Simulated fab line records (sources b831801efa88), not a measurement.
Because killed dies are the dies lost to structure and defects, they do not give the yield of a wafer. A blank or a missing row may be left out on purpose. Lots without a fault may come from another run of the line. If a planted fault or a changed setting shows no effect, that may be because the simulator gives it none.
The same fault as seen by 2 desks / flow sky130 / every desk sees just its own numbers, and what lay behind them comes last

## DESK OF THE TOOL OWNER: implanter-04
For each lot that ran on this tool, the mean over its sampled wafers that have a number, from the tool's own readings at SKY_LDD_N_IMPLANT_14. The brackets show how far a lot's mean lies from the usual mean; more than 4 standard deviations puts the lot out of limits, marked OUT.
Columns: A = beam-energy-keV at SKY_LDD_N_IMPLANT_14, usual 49.998; B = beam-on-s at SKY_LDD_N_IMPLANT_14, usual 10.03 s
lot=L132; first seen here=day 19 18:00; A=49.982; B=9.95
lot=L138; first seen here=day 20 17:07; A=50.009; B=9.97
lot=L139; first seen here=day 21 00:05; A=49.995; B=10.11
lot=L140; first seen here=day 21 16:49; A=49.987; B=10.04
lot=L149; first seen here=day 24 10:32; A=49.994; B=10.02
Finding of this desk: none of the 5 lots has anything out of limits.

## FROM THE METROLOGY DESK
What the gauges read, lot by lot, whatever tool the lot ran on: means of the sampled wafers that have a number. The brackets show how far a lot's mean lies from the usual mean; more than 4 standard deviations puts the lot out of limits, marked OUT.
Columns: A = LDD_N_OVL at SKY_LDD_N_OVL_MEAS_07, usual -0.3 nm; B = LDD_N_TW at SKY_LDD_N_TW_MEAS_17, usual 2601; C = cd-nm at SKY_LDD_P_CD_MEAS_07, usual 380 nm; D = LDD_P_OVL at SKY_LDD_P_OVL_MEAS_08, usual 0.3 nm; E = LDD_P_TW at SKY_LDD_P_TW_MEAS_11, usual 637; F = LDD_HVN_OVL at SKY_LDD_HVN_OVL_MEAS_07, usual 0.2 nm; G = LDD_HVN_TW at SKY_LDD_HVN_TW_MEAS_10, usual 1444
lot=L131; first seen here=day 18 03:25; A=-0.9; B=2580; C=381; D=0.5; E=633; F=0.7; G=1435
lot=L132; first seen here=day 19 17:03; A=-2.6; B=2607; C=388; D=3.3; E=636; F=-1.3; G=1459
lot=L138; first seen here=day 20 16:10; A=0.4; B=2610; C=380; D=-0.3; E=632; F=3.4; G=1434
lot=L139; first seen here=day 20 23:08; A=-0.1; B=2613; C=376; D=0.0; E=645; F=0.4; G=1437
lot=L140; first seen here=day 21 15:52; A=-0.0; B=2596; C=378; D=2.8; E=644; F=1.2; G=1460
lot=L149; first seen here=day 24 09:35; A=-1.6; B=2577; C=381; D=1.4; E=643; F=0.2; G=1439
lot=L150; first seen here=day 24 18:43; A=-0.1; B=2627; C=380; D=-0.8; E=634; F=0.9; G=1444
Finding of this desk: none of the 7 lots has anything out of limits.

## PUT TOGETHER
Nothing out of limits was seen by the tool owner's desk.
From the metrology desk's view, nothing was out of limits.

## WHAT WAS PUT IN BY THE SIMULATOR
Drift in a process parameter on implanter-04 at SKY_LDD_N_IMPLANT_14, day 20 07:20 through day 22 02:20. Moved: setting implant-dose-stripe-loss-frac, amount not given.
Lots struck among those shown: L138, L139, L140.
